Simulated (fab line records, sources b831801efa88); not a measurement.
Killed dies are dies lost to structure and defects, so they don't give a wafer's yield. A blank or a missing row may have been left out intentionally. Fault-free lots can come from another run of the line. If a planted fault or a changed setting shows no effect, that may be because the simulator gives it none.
2 desks, one fault    flow sky130    every desk sees just its own numbers, and what lay behind them comes last

## FROM THE METROLOGY DESK
Means of the sampled wafers that have a number, per lot and without regard to the tool the lot ran on: this is what the gauges read. A lot is out of limits, marked OUT, if its mean lies more than 4 standard deviations from the usual mean; the brackets give that distance.
Columns: A = VT_ADJUST_PCH_OVL at SKY_VT_ADJUST_PCH_OVL_MEAS_07, usual -0.5 nm; B = VT_ADJUST_PCH_TW at SKY_VT_ADJUST_PCH_TW_MEAS_10, usual 142.6; C = cd_nm at SKY_SONOS_TUNNEL_CD_MEAS_07, usual 410 nm
lot   first seen here  A     B      C
L701  day 10 23:55     1.5   140.8  409
L706  day 12 10:04     -0.8  144.4  410
L707  day 12 21:16     -0.6  141.8  407
L708  day 13 05:55     -0.6  141.5  411
L715  day 15 07:58     -0.3  143.1  404
L717  day 15 21:01     -1.3  143.6  408
L719  day 16 13:41     0.3   143.0  409
This desk found nothing out of limits on any of the 7 lots.

## DESK OF THE TOOL OWNER: litho_track-04
The tool's own readings at SKY_SONOS_TUNNEL_COAT_02 (resist thk 1140 nm): means of the sampled wafers that have a number, for each lot that ran on this tool. A lot is out of limits, marked OUT, if its mean lies more than 4 standard deviations from the usual mean; the brackets give that distance.
Columns: A = dispense_pressure_kPa at SKY_SONOS_TUNNEL_COAT_02, usual 48.5 kPa; B = resist_line_temp_C at SKY_SONOS_TUNNEL_COAT_02, usual 23.01 C; C = spin_speed_rpm at SKY_SONOS_TUNNEL_COAT_02, usual 3000.1 rpm
lot   first seen here  A     B      C
L706  day 12 22:10     48.9  23.03  2923.5 (-38) OUT
L707  day 13 10:08     48.9  23.00  2923.2 (-38) OUT
L708  day 13 18:43     48.9  22.96  2921.8 (-39) OUT
L717  day 16 11:17     48.8  22.96  3000.5
L719  day 17 04:14     48.9  23.05  3001.5
This desk finds L706, L707, L708 out of limits, L706 being first, at day 12 22:10 (spin_speed_rpm at SKY_SONOS_TUNNEL_COAT_02). Within limits: L717, L719.

## ALL TOGETHER
On L706, L707, L708, at day 12 22:10, an alarm was possible from the tool owner's desk.
Nothing out of limits was seen by the metrology desk.
The metrology desk holds a record of L706, L707, L708, inside its limits.
SKY_SONOS_TUNNEL_COAT_02 was run on litho_track-04 by each of the lots named.

## WHAT WAS PUT IN BY THE SIMULATOR
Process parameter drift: litho_track-04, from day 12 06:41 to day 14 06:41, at SKY_SONOS_TUNNEL_COAT_02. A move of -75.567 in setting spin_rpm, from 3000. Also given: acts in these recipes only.
Lots struck among those shown: L706, L707, L708.
Hours from the fault's start to each desk's first reading out of limits: the tool owner's desk, 15.
